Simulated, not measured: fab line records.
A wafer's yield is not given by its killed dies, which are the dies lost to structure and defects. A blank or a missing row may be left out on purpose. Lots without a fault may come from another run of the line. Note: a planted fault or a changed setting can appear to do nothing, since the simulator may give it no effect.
fab line records	flow sky130
[record] lots = 6	wafers = 18	lastDay = 50
route steps=708 shown FIELD_ISO@15 NWELL@32 DNWELL@35 PWDE@45 PAD_OPEN@708
lots untouched by any fault: they come from a run of this same line in which no faults occurred
startH: start of the lot's first displayed wafer, in hours after the record's first day	waitH: hours from the lot's prior step to this one	" identical to the entry in the row above	L1.1+2: a single row standing in for several wafers	- value missing, or start not given	* or withheld: withheld	< > ~ a bound
route shown NAME@n: names a module that has steps shown in the file, with the first one's number in the route	usual: mean and standard deviation over wafers with no fault	same: alike in all rows	chamber/n: place in a boat	sites: the reading at each site	_std_site: standard deviation across them	_edge_site: inner sites' mean taken away from outer sites' mean	radiusMm: for every site, how far away it sits from the centre of the wafer	mask NAME#n: copy n	behind: tool/chamber where the wafer was last shaped	hold: cause of the lot's hold/its duration in hours/its outcome	device: transistor that didn't switch, given as n, p or np	end of line: tests of these same wafers at the route's end	a step without rows: its recipe alone	killed: not the wafer's yield, but the dies lost to structure and defects at the first sort	map: shows each die of a wafer: x if killed, . if not, _ if none is there
set.NAME: the setting the step ran with; set.NAME@STEP: the setting that earlier step ran with	model.NAME: the simulator's own value behind a step, which no gauge read
lots at some steps of the route; a table a step, a row a wafer
services: when a tool's chamber went out of use (startH, in hours from the record's first day, below 0 if earlier), for how many hours, and the reason
[[steps]]
[step SKY_FIELD_ISO_ETCH_14]
[recipe] chemistry = N2/H2	target = BARC	ionEnergyEv = 200	sourceW = 500	biasW = 100	pressureMtorr = 30	n2FlowSccm = 100	h2FlowSccm = 200	stopOn = SiO2	timeS = 45.9	targetDepthA = 600
[usual] biasW = 99.99/0.26	drypumpMotorCurrentA = 5.7/0.44	oesProductAu = 0.850/0.0046	throttleValvePct = 13.223/0.0091
[same] timeS = 45.9
lot.wafer	tool	chamber	startH	waitH	biasW	drypumpMotorCurrentA	oesProductAu	rfHoursCounterH	throttleValvePct
L451.1	rieDiel-04	2	40.83	0.1	99.90	6.3	0.852	0	13.232
L451.5	"	0	"	"	99.34	5.2	0.850	-	13.229
L451.6	"	1	"	"	99.69	5.0	0.850	-	13.210
L453.1	rieDiel-01	2	50.07	0.1	99.63	6.0	0.859	149	13.240
L453.5	"	0	"	"	100.02	5.6	0.851	-	13.210
L453.6	"	3	"	"	100.14	6.3	0.854	-	13.227
L454.1	rieDiel-04	2	54.39	0.1	99.71	6.4	0.850	0	13.221
L454.3	"	0	"	"	100.20	5.2	0.848	23	13.234
L454.6	"	2	"	"	99.82	6.3	0.848	-	13.198
L462.1	rieDiel-01	1	98.09	0.1	100.00	6.0	0.844	31	13.223
L462.4	"	0	"	"	99.88	5.6	0.849	-	13.215
L462.6	"	1	"	"	99.93	6.0	0.858	-	13.221
L467.2	rieDiel-01	3	131.11	0.1	100.37	6.3	0.851	0	13.224
L467.5	"	0	"	"	100.71	5.6	0.855	-	13.230
L467.6	"	1	"	"	100.09	6.0	0.851	-	13.231
L471.4	rieDiel-04	2	142.53	0.0	99.74	6.3	0.854	2	13.228
L471.5	"	0	"	"	99.90	5.2	0.860	-	13.231
L471.6	"	1	"	"	99.96	4.9	0.850	-	13.223
[step SKY_FIELD_ISO_ETCH_15]
[recipe] chemistry = CHF3/O2	targetDepthNm = 180	stopOn = Si	sourceW = 600	biasW = 200	pressureMtorr = 40	chf3FlowSccm = 50	O2_flow_sccm = 5	timeS = 72
[step SKY_FIELD_ISO_STRIP_16]
[recipe] chemistry = O2/N2	powerW = 1400	pressureMtorr = 1500	platenTempC = withheld	o2FlowSccm = 3000	n2FlowSccm = 300	overashFraction = 0.5
[usual] drypumpMotorCurrentA = 6.13/0.15	o2FlowSccm = 3000/9.7	oesProductAu = 0.377/0.0049	stripTimeToEndpointS = 3.52/0.039
lot.wafer	tool	chamber	startH	waitH	drypumpMotorCurrentA	o2FlowSccm	oesProductAu	rfHoursCounterH	stripTimeToEndpointS
L451.1	plasmaAsher-04	0	40.93	0.0	5.98	2992	0.380	36	3.57
L451.5	"	1	"	"	6.28	2988	0.386	-	3.56
L451.6	"	0	"	"	6.00	2994	0.374	-	3.45
L453.1	plasmaAsher-01	0	50.17	0.0	6.14	3019	0.380	24	3.52
L453.5	"	0	"	"	6.18	3017	0.380	-	3.50
L453.6	"	1	"	"	6.06	3001	0.382	-	3.60
L454.1	plasmaAsher-01	1	54.49	0.0	6.11	2990	0.367	24	3.53
L454.3	"	1	"	"	6.11	2988	0.377	-	3.56
L454.6	"	1	"	"	6.11	3005	0.371	-	3.50
L462.1	plasmaAsher-04	0	98.19	0.0	6.04	3001	0.373	41	3.48
L462.4	"	0	"	"	6.02	3002	0.369	-	3.51
L462.6	"	1	"	"	6.31	3011	0.370	-	3.48
L467.2	plasmaAsher-01	1	131.21	0.0	6.10	3004	0.378	33	3.57
L467.5	"	1	"	"	6.11	3014	0.381	-	3.52
L467.6	"	0	"	"	6.15	3009	0.379	-	3.47
L471.4	plasmaAsher-01	0	142.67	0.1	6.16	3021	0.382	-	3.59
L471.5	"	0	"	"	6.18	3015	0.375	-	3.56
L471.6	"	1	"	"	6.15	3016	0.377	-	3.48
[step SKY_FIELD_ISO_ETCH_17]
[recipe] targetDepthA = 3420	maskMaterial = Si3N4	chemistry = HBr/Cl2/O2	target = Si	taperDeg = 5	icpW = 600	biasW = 150	pressureMtorr = 15	HBr_flow_sccm = 150	Cl2_flow_sccm = 40	O2_flow_sccm = 6	timeS = 97.7
[usual] biasW = 150.1/0.45	drypumpMotorCurrentA = 5.8/0.49	oesProductAu = 0.996/0.0085	throttleValvePct = 25.660/0.011
[same] timeS = 97.7
lot.wafer	tool	chamber	startH	waitH	biasW	drypumpMotorCurrentA	oesProductAu	rfHoursCounterH	throttleValvePct
L451.1	rieSi-02	0	41.03	0.1	150.3	5.7	0.995	6	25.672
L451.5	"	0	"	"	150.3	5.8	0.986	-	25.662
L451.6	"	3	"	"	149.7	6.1	0.994	-	25.642
L453.1	rieSi-02	3	50.27	0.1	149.6	6.1	1.012	109	25.648
L453.5	"	3	"	"	149.4	6.1	1.012	-	25.657
L453.6	"	0	"	"	150.5	5.7	0.991	-	25.645
L454.1	rieSi-01	0	54.59	0.1	150.1	6.3	0.993	95	25.662
L454.3	"	1	"	"	149.5	5.9	0.997	33	25.679
L454.6	"	0	"	"	150.0	6.3	0.997	-	25.662
L462.1	rieSi-01	1	98.29	0.1	149.6	5.9	0.980	33	25.652
L462.4	"	3	"	"	149.8	4.8	0.998	93	25.674
L462.6	"	2	"	"	150.2	5.8	0.997	-	25.654
L467.2	rieSi-02	0	131.31	0.1	150.2	5.7	0.994	7	25.676
L467.5	"	2	"	"	150.0	5.6	0.985	-	25.660
L467.6	"	3	"	"	149.8	6.1	1.002	-	25.653
L471.4	rieSi-01	1	142.73	0.0	150.6	5.9	0.985	33	25.665
L471.5	"	3	"	"	149.8	4.8	0.989	-	25.659
L471.6	"	0	"	"	150.2	6.3	1.006	-	25.660
[step SKY_FIELD_ISO_WET_ETCH_18]
[recipe] chemistry = H3PO4	targetDepthNm = 25	tempC = 160	target = Si3N4	timeS = 286
[step SKY_FIELD_ISO_CLEAN_19]
[recipe] chemistry = SC1/SC2	mix = 1:4:20	tempC = 70	timeS = 150
[step SKY_FIELD_ISO_CLEAN_20]
[recipe] chemistry = dHF	timeS = 20	dilution = 100:1
[step SKY_FIELD_ISO_WET_ETCH_21]
[recipe] chemistry = dHF	dilution = 100:1	targetDepthNm = 20	dry = ipaMarangoni	target = SiO2	tempC = 25	timeS = 400
[step SKY_FIELD_ISO_OXIDATION_22]
[recipe] tempC = 950	ambient = O2	stabiliseS = 600	purgeS = 300	targetThkA = 100	oxTimeS = 623
[step SKY_FIELD_ISO_THK_MEAS_23]
[recipe] reads = SiO2_of_FIELD_ISO_OXIDATION_22
[usual] FIELD_ISO_OXIDATION_01_THK = 9.90/0.21
lot.wafer	tool	chamber	startH	waitH	FIELD_ISO_OXIDATION_01_THK[nm]
L451.1	filmMetro-03	-	43.46	0.0	10.03
L451.5	"	-	"	"	10.19
L451.6	"	-	"	"	10.22
L453.1	filmMetro-04	-	52.22	0.0	9.99
L453.5	"	-	"	"	10.19
L453.6	"	-	"	"	10.12
L454.1	filmMetro-01	-	57.92	0.0	9.94
L454.3	"	-	"	"	10.04
L454.6	"	-	"	"	10.17
L462.1	filmMetro-01	-	102.03	0.0	9.85
L462.4	"	-	"	"	9.63
L462.6	"	-	"	"	9.69
L467.2	filmMetro-03	-	133.19	0.0	9.75
L467.5	"	-	"	"	9.84
L467.6	"	-	"	"	9.79
L471.4	filmMetro-01	-	145.42	0.0	10.03
L471.5	"	-	"	"	10.02
L471.6	"	-	"	"	10.02
[step SKY_FIELD_ISO_CVD_24]
[recipe] material = SiO2	targetThkNm = 595	tempC = 650	sigmaOpenFrac = 0.3	timeS = 99.2	sih4FlowSccm = 60	pressureMtorr = 6
[step SKY_FIELD_ISO_THK_MEAS_25]
[recipe] reads = SiO2_of_FIELD_ISO_CVD_24
[usual] FIELD_ISO_CVD_24_THK = 593/6.6
lot.wafer	tool	chamber	startH	waitH	FIELD_ISO_CVD_24_THK[nm]
L451.1	filmMetro-04	-	43.59	0.0	581
L451.5	"	-	"	"	584
L451.6	"	-	"	"	595
L453.1	filmMetro-03	-	52.35	0.0	585
L453.5	"	-	"	"	593
L453.6	"	-	"	"	591
L454.1	filmMetro-04	-	58.05	0.0	603
L454.3	"	-	"	"	607
L454.6	"	-	"	"	592
L462.1	filmMetro-03	-	102.17	0.0	584
L462.4	"	-	"	"	581
L462.6	"	-	"	"	588
L467.2	filmMetro-01	-	133.33	0.0	599
L467.5	"	-	"	"	594
L467.6	"	-	"	"	594
L471.4	filmMetro-03	-	145.55	0.0	588
L471.5	"	-	"	"	581
L471.6	"	-	"	"	594
[step SKY_FIELD_ISO_ANNEAL_26]
[recipe] tempC = 1000	timeS = 1800	ambient = N2
[usual] spikeTcBottomC = 1019.8/1.2	spikeTcUpperC = 999.6/1.1
[same] timeS = 1800
lot.wafer	tool	chamber	startH	waitH	spikeTcBottomC	spikeTcUpperC
L451.1	furnace-01	0	43.65	0.1	1018.5	1000.5
L451.5	"	0	"	"	1018.6	1000.2
L451.6	"	0	"	"	1019.3	1000.9
L453.1	furnace-02	0	53.75	1.4	1020.3	999.0
L453.5	"	0	"	"	1019.8	1000.4
L453.6	"	0	"	"	1019.1	997.2
L454.1	furnace-02	0	63.42	5.4	1020.9	998.9
L454.3	"	0	"	"	1020.3	1000.0
L454.6	"	0	"	"	1020.0	996.6
L462.1	furnace-01	0	106.31	4.1	1017.7	998.6
L462.4	"	0	"	"	1019.2	1001.3
L462.6	"	0	"	"	1018.6	998.6
L467.2	furnace-01	0	133.38	0.0	1017.8	1002.0
L467.5	"	0	"	"	1018.2	999.5
L467.6	"	0	"	"	1018.3	999.2
L471.4	furnace-01	0	145.58	0.0	1017.8	1001.0
L471.5	"	0	"	"	1019.3	999.5
L471.6	"	0	"	"	1018.6	1000.5
[step SKY_FIELD_ISO_CMP_27]
[recipe] stopOn = Si3N4	tOverpolishS = 16	downForcePsi = 4	platenRpm = 60	targetThkNm = 457.8	padVelocityMS = 0.94248
[step SKY_FIELD_ISO_WET_ETCH_28]
[recipe] chemistry = dHF	targetDepthNm = 23.7	target = SiO2	dilution = 10:1	tempC = 25	timeS = 47
[step SKY_FIELD_ISO_WET_ETCH_29]
[recipe] chemistry = H3PO4	targetDepthNm = 160	target = Si3N4	tempC = 160	timeS = 1825
[step SKY_FIELD_ISO_WET_ETCH_30]
[recipe] chemistry = dHF	targetDepthNm = 25	target = SiO2	dilution = 10:1	tempC = 25	timeS = 50
[step SKY_NWELL_CLEAN_00]
[recipe] chemistry = SC1/SC2	mix = 1:4:20	tempC = 70	timeS = 150	dry = n2Spin
[step SKY_NWELL_OXIDATION_01]
[recipe] tempC = 900	ambient = O2	stabiliseS = 600	purgeS = 300	targetThkA = 100	oxTimeS = 1418
[step SKY_NWELL_THK_MEAS_02]
[recipe] reads = SiO2_of_NWELL_OXIDATION_01
[usual] NWELL_OXIDATION_THK = 9.98/0.22
lot.wafer	tool	chamber	startH	waitH	NWELL_OXIDATION_THK[nm]
L451.1	filmMetro-03	-	48.00	0.0	9.81
L451.5	"	-	"	"	9.80
L451.6	"	-	"	"	9.82
L453.1	filmMetro-02	-	62.17	0.0	9.79
L453.5	"	-	"	"	9.81
L453.6	"	-	"	"	9.75
L454.1	filmMetro-02	-	71.94	0.0	9.89
L454.3	"	-	"	"	9.74
L454.6	"	-	"	"	10.05
L462.1	filmMetro-02	-	114.28	0.0	9.87
L462.4	"	-	"	"	9.95
L462.6	"	-	"	"	10.09
L467.2	filmMetro-03	-	138.86	0.0	9.93
L467.5	"	-	"	"	10.04
L467.6	"	-	"	"	9.99
L471.4	filmMetro-04	-	150.93	0.0	10.29
L471.5	"	-	"	"	10.29
L471.6	"	-	"	"	10.19
[step SKY_DNWELL_DEHYDRATE_00]
[recipe] tempC = 200	timeS = 60
[step SKY_DNWELL_HMDS_01]
[recipe] primeTimeS = 60	primeTempC = 120
[step SKY_DNWELL_COAT_02]
[recipe] spinRpm = 2000	resistThkNm = 3000
[step SKY_DNWELL_SOFTBAKE_03]
[recipe] tempC = 110	timeS = withheld
[step SKY_DNWELL_EXPOSE_04]
[recipe] maskId = DNM	na = 0.57	targetCdNm = 3000	doseMj = 222
[step SKY_DNWELL_PEB_05]
[recipe] tempC = 115	timeS = withheld
[step SKY_DNWELL_DEVELOP_06]
[recipe] wallAngleDeg = 90	developer = TMAH	developTimeS = 58.39	devTempC = 23
[step SKY_DNWELL_IMPLANT_07]
[recipe] species = P	energyKev = withheld	doseCm2 = withheld	tiltDeg = withheld
[step SKY_DNWELL_STRIP_08]
[recipe] chemistry = O2/N2	powerW = 1400	pressureMtorr = 1500	platenTempC = withheld	o2FlowSccm = 3000	n2FlowSccm = 300	overashFraction = 0.5
[usual] drypumpMotorCurrentA = 6.0/0.31	o2FlowSccm = 3001/8.8	oesProductAu = 0.723/0.005	stripTimeToEndpointS = 36.92/0.093
lot.wafer	tool	chamber	startH	waitH	drypumpMotorCurrentA	o2FlowSccm	oesProductAu	rfHoursCounterH	stripTimeToEndpointS
L451.1	plasmaAsher-04	0	63.53	0.1	6.1	3005	0.725	39	36.94
L451.5	"	1	"	"	6.3	3002	0.720	-	36.98
L451.6	"	0	"	"	6.0	3009	0.721	-	36.99
L453.1	plasmaAsher-03	0	77.18	0.1	6.5	3017	0.717	39	36.85
L453.5	"	1	"	"	5.8	2994	0.717	-	36.98
L453.6	"	0	"	"	6.5	3011	0.723	-	36.95
L454.1	plasmaAsher-03	1	88.33	0.1	5.8	2976	0.737	40	37.11
L454.3	"	1	"	"	5.8	2988	0.729	-	36.98
L454.6	"	0	"	"	6.5	3008	0.726	-	37.04
L462.1	plasmaAsher-02	1	132.90	0.1	5.6	2988	0.711	45	36.89
L462.4	"	0	"	"	5.9	2997	0.722	-	36.91
L462.6	"	1	"	"	5.6	2989	0.724	-	36.86
L467.2	plasmaAsher-03	1	157.23	0.1	5.8	3008	0.715	4	37.06
L467.5	"	1	"	"	5.8	3003	0.723	-	36.99
L467.6	"	0	"	"	6.4	2988	0.722	-	36.84
L471.4	plasmaAsher-04	1	170.11	0.1	6.3	2991	0.717	-	37.00
L471.5	"	0	"	"	6.0	3002	0.729	-	36.86
L471.6	"	1	"	"	6.3	2998	0.727	-	36.87
[step SKY_DNWELL_TW_MEAS_09]
[usual] DNWELL_TW = 1121/25
lot.wafer	tool	chamber	startH	waitH	DNWELL_TW
L451.1	filmMetro-02	-	63.63	0.1	1152
L451.5	"	-	"	"	1155
L451.6	"	-	"	"	1146
L453.1	filmMetro-02	-	77.28	0.1	1138
L453.5	"	-	"	"	1130
L453.6	"	-	"	"	1140
L454.1	filmMetro-02	-	88.43	0.1	1136
L454.3	"	-	"	"	1141
L454.6	"	-	"	"	1140
L462.1	filmMetro-03	-	133.00	0.1	1104
L462.4	"	-	"	"	1105
L462.6	"	-	"	"	1106
L467.2	filmMetro-04	-	157.34	0.1	1092
L467.5	"	-	"	"	1098
L467.6	"	-	"	"	1089
L471.4	filmMetro-04	-	170.21	0.1	1098
L471.5	"	-	"	"	1098
L471.6	"	-	"	"	1091
[step SKY_PWDE_DEHYDRATE_00]
[recipe] tempC = 200	timeS = 60
[step SKY_PWDE_HMDS_01]
[recipe] primeTimeS = 60	primeTempC = 120
[step SKY_PWDE_COAT_02]
[recipe] spinRpm = 2000	resistThkNm = 3000
[step SKY_PWDE_SOFTBAKE_03]
[recipe] tempC = 110	timeS = withheld
[step SKY_PWDE_EXPOSE_04]
[recipe] maskId = PWDEM	na = 0.6	sourceShape = conventional	sigmaOuter = 0.6	polarization = unpolarized	targetCdNm = 840	doseMj = 214
[step SKY_PWDE_PEB_05]
[recipe] tempC = 115	timeS = withheld
[step SKY_PWDE_DEVELOP_06]
[recipe] wallAngleDeg = 90	developer = TMAH	developTimeS = 60	devTempC = 23
[step SKY_PWDE_OVL_MEAS_07]
[usual] PWDE_OVL = 0.0/1.4
lot.wafer	tool	chamber	startH	waitH	PWDE_OVL[nm]
L451.1	overlay-02	-	79.37	-	2.6
L451.5	"	-	"	"	0.5
L451.6	"	-	"	"	2.3
L453.1	overlay-02	-	93.58	-	-0.4
L453.5	"	-	"	"	1.5
L453.6	"	-	"	"	0.8
L454.1	overlay-02	-	105.58	-	-1.4
L454.3	"	-	"	"	-0.4
L454.6	"	-	"	"	0.1
L462.1	overlay-02	-	151.56	-	-1.2
L462.4	"	-	"	"	-0.3
L462.6	"	-	"	"	1.8
L467.2	overlay-02	-	177.72	-	2.3
L467.5	"	-	"	"	1.3
L467.6	"	-	"	"	2.4
L471.4	overlay-02	-	190.59	-	1.0
L471.5	"	-	"	"	1.8
L471.6	"	-	"	"	-0.3
[step SKY_PWDE_IMPLANT_08]
[recipe] species = B	energyKev = 150	doseCm2 = 3.6e+12	tiltDeg = withheld
[step SKY_PWDE_STRIP_09]
[recipe] chemistry = O2/N2	powerW = 1400	pressureMtorr = 1500	platenTempC = withheld	o2FlowSccm = 3000	n2FlowSccm = 300	overashFraction = 0.5
[usual] drypumpMotorCurrentA = 6.05/0.25	o2FlowSccm = 3002/8.1	oesProductAu = 0.723/0.005	stripTimeToEndpointS = 36.92/0.097
lot.wafer	tool	chamber	startH	waitH	drypumpMotorCurrentA	o2FlowSccm	oesProductAu	rfHoursCounterH	stripTimeToEndpointS
L451.1	plasmaAsher-01	0	79.55	0.1	6.15	2998	0.726	28	37.01
L451.5	"	0	"	"	6.18	3003	0.722	-	37.03
L451.6	"	1	"	"	6.11	3000	0.732	-	36.91
L453.1	plasmaAsher-02	0	93.76	0.1	5.91	2987	0.725	40	36.90
L453.5	"	0	"	"	5.92	3001	0.722	-	36.86
L453.6	"	1	"	"	5.54	3002	0.721	-	36.86
L454.1	plasmaAsher-01	0	105.76	0.1	6.15	3003	0.733	30	37.02
L454.3	"	1	"	"	6.08	2998	0.725	-	37.07
L454.6	"	0	"	"	6.15	2992	0.726	-	37.00
L462.1	plasmaAsher-01	1	151.75	0.1	6.09	2986	0.727	35	36.92
L462.4	"	1	"	"	6.10	3009	0.728	-	36.94
L462.6	"	0	"	"	6.14	3003	0.715	-	37.00
L467.2	plasmaAsher-01	0	177.90	0.1	6.20	2998	0.720	37	37.01
L467.5	"	0	"	"	6.17	2994	0.729	-	36.81
L467.6	"	1	"	"	6.07	3022	0.727	-	36.78
L471.4	plasmaAsher-01	0	190.80	0.1	6.15	3008	0.725	-	36.76
L471.5	"	0	"	"	6.15	2997	0.729	-	36.69
L471.6	"	1	"	"	6.09	3009	0.725	-	36.81
[step SKY_PWDE_TW_MEAS_10]
[usual] PWDE_TW = 377/7.5
lot.wafer	tool	chamber	startH	waitH	PWDE_TW
L451.1	filmMetro-02	-	79.65	0.1	380
L451.5	"	-	"	"	383
L451.6	"	-	"	"	382
L453.1	filmMetro-04	-	93.86	0.1	371
L453.5	"	-	"	"	369
L453.6	"	-	"	"	372
L454.1	filmMetro-04	-	105.86	0.1	368
L454.3	"	-	"	"	369
L454.6	"	-	"	"	371
L462.1	filmMetro-02	-	151.85	0.1	386
L462.4	"	-	"	"	384
L462.6	"	-	"	"	384
L467.2	filmMetro-03	-	178.01	0.1	372
L467.5	"	-	"	"	372
L467.6	"	-	"	"	372
L471.4	filmMetro-02	-	190.89	0.1	382
L471.5	"	-	"	"	382
L471.6	"	-	"	"	383
[step SKY_NWELL_DEHYDRATE_03]
[recipe] tempC = 200	timeS = 60
[step SKY_PAD_OPEN_PROBE_99]
[usual] killed_at_M0_to_M3 = 44/7.3	killed_at_M4_up = 3.1/1.9	killedAtContacts = 24/5.3	killedAtFrontEnd = 15/4	killedAtOther = 0.4/0.6	killedDies = 86/9.2	killedOpen = 47/6.9	killedShort = 39/6.9
[same] grossDies = 492	killedAtBackSide = 0
lot.wafer	tool	chamber	startH	waitH	killed_at_M0_to_M3	killed_at_M4_up	killedAtContacts	killedAtFrontEnd	killedAtOther	killedDies	killedOpen	killedShort	model.etest.diodeNwellSub.leakLog10ACm2	model.etest.diodeDnwellSub.leakLog10ACm2	model.etest.diodePwellDnwell.leakLog10ACm2
L451.1	prober-02	-	1082.29	0.1	35	1	22	16	1	75	42	33	-7.271	-6.964	-7.521
L451.5	prober-02	-	1082.49	0.2	42	1	26	18	0	87	46	41	-7.838	-7.644	-7.375
L451.6	prober-02	-	1082.54	0.2	44	3	18	12	0	77	39	38	-7.145	-7.492	-7.541
L453.1	prober-02	-	1094.53	0.1	44	1	27	17	0	89	47	42	-7.385	-7.143	-7.972
L453.5	prober-02	-	1094.73	0.2	48	8	26	16	2	100	51	48	-7.144	-7.254	-7.634
L453.6	prober-02	-	1094.78	0.2	45	9	19	10	0	83	37	46	-7.3	-7.249	-7.658
L454.1	prober-01	-	1110.61	0.1	40	3	16	16	0	75	41	34	-7.158	-7.082	-7.716
L454.3	prober-01	-	1110.71	0.2	49	2	16	16	0	83	48	34	-7.523	-7.431	-7.573
L454.6	prober-01	-	1110.86	0.2	41	1	20	14	0	76	46	30	-7.354	-7.305	-7.505
L462.1	prober-02	-	1154.71	0.1	43	2	29	19	1	94	43	51	-7.552	-7.415	-7.588
L462.4	prober-02	-	1154.86	0.2	47	2	18	17	0	84	48	35	-7.291	-7.302	-7.536
L462.6	prober-02	-	1154.96	0.2	43	5	32	19	0	99	57	42	-7.253	-7.4	-7.59
L467.2	prober-01	-	1179.59	0.1	38	3	30	16	0	87	42	45	-6.876	-6.831	-7.202
L467.5	prober-01	-	1179.74	0.2	54	4	23	14	0	95	40	55	-6.774	-6.885	-7.242
L467.6	prober-01	-	1179.79	0.2	36	3	24	27	0	90	40	50	-7.194	-6.952	-7.263
L471.4	prober-02	-	1190.92	0.2	48	2	20	17	1	88	48	40	-6.709	-6.882	-7.626
L471.5	prober-02	-	1190.97	0.2	51	6	22	22	0	101	67	34	-7.031	-6.694	-6.963
L471.6	prober-02	-	1191.02	0.2	58	2	15	11	0	86	55	31	-6.886	-7.075	-7.456
// killed by level:class
L451.1 VIA1:geometricParticle:open=9 CONTACT:geometricParticle:open=8 LI_CONTACT:geometricParticle:open=7 FIELD_ISO:geometricParticle:short=6 VIA3:geometricParticle:open=5 FIELD_ISO:geometricParticle:open=4 VIA1:geometricParticle:short=4 METAL2:geometricParticle:short=4
L451.5 VIA3:geometricParticle:open=9 CONTACT:geometricParticle:short=8 VIA2:geometricParticle:open=8 METAL2:geometricParticle:short=6 LOCAL_INTERCONNECT:geometricParticle:short=6 CONTACT:geometricParticle:open=6 POLY_GATE:geometricParticle:open=5 VIA1:geometricParticle:open=5
L451.6 VIA1:geometricParticle:open=14 LI_CONTACT:geometricParticle:open=6 METAL2:geometricParticle:short=6 VIA3:geometricParticle:short=5 CONTACT:geometricParticle:short=5 VIA2:geometricParticle:open=5 CONTACT:geometricParticle:open=4 METAL1:geometricParticle:short=4
L453.1 VIA1:geometricParticle:open=12 VIA3:geometricParticle:open=9 CONTACT:geometricParticle:open=9 METAL1:geometricParticle:short=8 LI_CONTACT:geometricParticle:short=6 FIELD_ISO:geometricParticle:open=5 CONTACT:geometricParticle:short=5 FIELD_ISO:geometricParticle:short=4
L453.5 LI_CONTACT:geometricParticle:open=13 VIA1:geometricParticle:short=12 VIA3:geometricParticle:open=9 VIA1:geometricParticle:open=8 METAL4:geometricParticle:short=7 VIA2:geometricParticle:open=6 FIELD_ISO:geometricParticle:open=5 FIELD_ISO:geometricParticle:short=5
L453.6 METAL2:geometricParticle:short=9 VIA3:geometricParticle:open=9 LI_CONTACT:geometricParticle:open=7 METAL1:geometricParticle:short=7 METAL4:geometricParticle:short=7 CONTACT:geometricParticle:open=6 VIA1:geometricParticle:open=6 VIA1:geometricParticle:short=5
L454.1 VIA3:geometricParticle:open=10 VIA1:geometricParticle:open=9 FIELD_ISO:geometricParticle:short=5 CONTACT:geometricParticle:open=5 CONTACT:geometricParticle:short=5 FIELD_ISO:geometricParticle:open=3 SPACER:geometricParticle:open=3 METAL1:geometricParticle:short=3
L454.3 VIA1:geometricParticle:open=14 VIA3:geometricParticle:open=8 METAL2:geometricParticle:short=7 LI_CONTACT:geometricParticle:open=6 POLY_GATE:geometricParticle:open=5 VIA2:geometricParticle:open=5 VIA2:geometricParticle:short=4 CONTACT:geometricParticle:open=4
L454.6 VIA1:geometricParticle:open=14 LI_CONTACT:geometricParticle:open=7 VIA2:geometricParticle:open=6 VIA3:geometricParticle:open=6 CONTACT:geometricParticle:open=5 FIELD_ISO:geometricParticle:short=4 CONTACT:geometricParticle:short=4 METAL2:geometricParticle:short=4
L462.1 CONTACT:geometricParticle:open=10 VIA2:geometricParticle:open=8 VIA3:geometricParticle:open=7 FIELD_ISO:geometricParticle:short=6 CONTACT:geometricParticle:short=6 VIA1:geometricParticle:open=6 VIA3:geometricParticle:short=6 LOCAL_INTERCONNECT:geometricParticle:short=5
L462.4 VIA2:geometricParticle:open=13 VIA1:geometricParticle:open=8 FIELD_ISO:geometricParticle:open=6 LI_CONTACT:geometricParticle:open=6 VIA2:geometricParticle:short=6 CONTACT:geometricParticle:open=5 METAL1:geometricParticle:short=5 CONTACT:geometricParticle:short=4
L462.6 LI_CONTACT:geometricParticle:open=12 CONTACT:geometricParticle:open=10 VIA1:geometricParticle:open=7 VIA1:geometricParticle:short=6 VIA2:geometricParticle:open=6 VIA3:geometricParticle:open=6 FIELD_ISO:geometricParticle:open=4 CONTACT:geometricParticle:short=4
L467.2 CONTACT:geometricParticle:open=11 CONTACT:geometricParticle:short=10 VIA3:geometricParticle:open=8 METAL1:geometricParticle:short=6 FIELD_ISO:geometricParticle:short=5 LI_CONTACT:geometricParticle:open=5 METAL3:geometricParticle:short=5 VIA3:geometricParticle:short=5
L467.5 CONTACT:geometricParticle:open=13 METAL2:geometricParticle:short=12 METAL1:geometricParticle:short=10 VIA3:geometricParticle:open=7 VIA2:geometricParticle:open=6 FIELD_ISO:geometricParticle:short=5 LOCAL_INTERCONNECT:geometricParticle:short=4 VIA1:geometricParticle:open=4
L467.6 METAL1:geometricParticle:short=8 FIELD_ISO:geometricParticle:open=7 FIELD_ISO:geometricParticle:short=7 POLY_GATE:geometricParticle:short=6 CONTACT:geometricParticle:open=6 LI_CONTACT:geometricParticle:open=6 VIA1:geometricParticle:open=6 CONTACT:geometricParticle:short=5
L471.4 VIA1:geometricParticle:open=12 LI_CONTACT:geometricParticle:open=8 METAL2:geometricParticle:short=6 VIA2:geometricParticle:open=6 VIA3:geometricParticle:open=6 FIELD_ISO:geometricParticle:short=5 CONTACT:geometricParticle:short=4 METAL3:geometricParticle:short=4
L471.5 VIA2:geometricParticle:open=15 VIA1:geometricParticle:open=11 CONTACT:geometricParticle:open=9 FIELD_ISO:geometricParticle:open=7 METAL2:geometricParticle:short=7 SPACER:geometricParticle:open=6 LI_CONTACT:geometricParticle:open=6 CONTACT:geometricParticle:short=5
L471.6 VIA1:geometricParticle:open=20 VIA3:geometricParticle:open=10 VIA2:geometricParticle:open=6 VIA2:geometricParticle:short=5 LI_CONTACT:geometricParticle:open=5 FIELD_ISO:geometricParticle:open=4 POLY_GATE:geometricParticle:open=4 LOCAL_INTERCONNECT:geometricParticle:short=4
[[services]]
tool	chamber	startH	hours	kind
rieSi-02	0	17.52	1.5	repair
rieDiel-01	3	21.52	3.6	repair
plasmaAsher-03	-	34.10	2.8	pm
plasmaAsher-04	-	37.37	3.4	repair
rieDiel-01	1	39.20	2.4	repair
plasmaAsher-03	-	47.26	1.8	repair
plasmaAsher-03	-	49.29	1.9	repair
furnace-01	-	52.11	23.9	pm
plasmaAsher-04	-	63.98	15.6	pm
furnace-02	-	80.72	23.7	pm
rieSi-01	-	88.37	2.1	repair
furnace-02	-	104.45	4.2	pm
rieDiel-01	3	104.66	2.5	repair
plasmaAsher-03	-	108.75	9.0	pm
furnace-01	-	109.22	3.1	pm
rieDiel-04	2	110.18	7.5	repair
rieSi-02	2	120.80	0.9	repair
rieSi-01	-	122.31	19.5	repair
rieDiel-01	3	124.77	4.1	repair
rieDiel-01	-	125.29	2.2	repair
rieSi-02	1	130.62	3.2	repair
furnace-01	-	149.50	3.6	pm
rieDiel-04	0	184.91	6.0	repair
furnace-02	-	185.11	3.8	pm
[[key]]
firstSign none at tools or gauges
[modelEffect] step = SKY_PAD_OPEN_PROBE_99	value = etest.diodeNwellSub.leakLog10ACm2	without = -7.334	struck = -6.912
metAt SKY_FIELD_ISO_ANNEAL_26
struckWafers L467.2,L467.5,L467.6,L471.4,L471.5,L471.6
testerLeftOut L467,L471
onsetBetween 106.31 133.38
alsoFits time
[fault] kind = metallicContaminationSource	tool = furnace-01	chamber = -	onsetH = 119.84	steps = SKY_FIELD_ISO_ANNEAL_26	rateCm2PerVisit = 1.279e+12	species = metalCuCm2
// testerLeftOut: of these lots the tester's yield and bins aren't shown, on N5 and GAA mostly nor the transistor test; their killed dies are dies lost to structure and defects alone, not to doping, threshold or leakage, so they don't give the yield
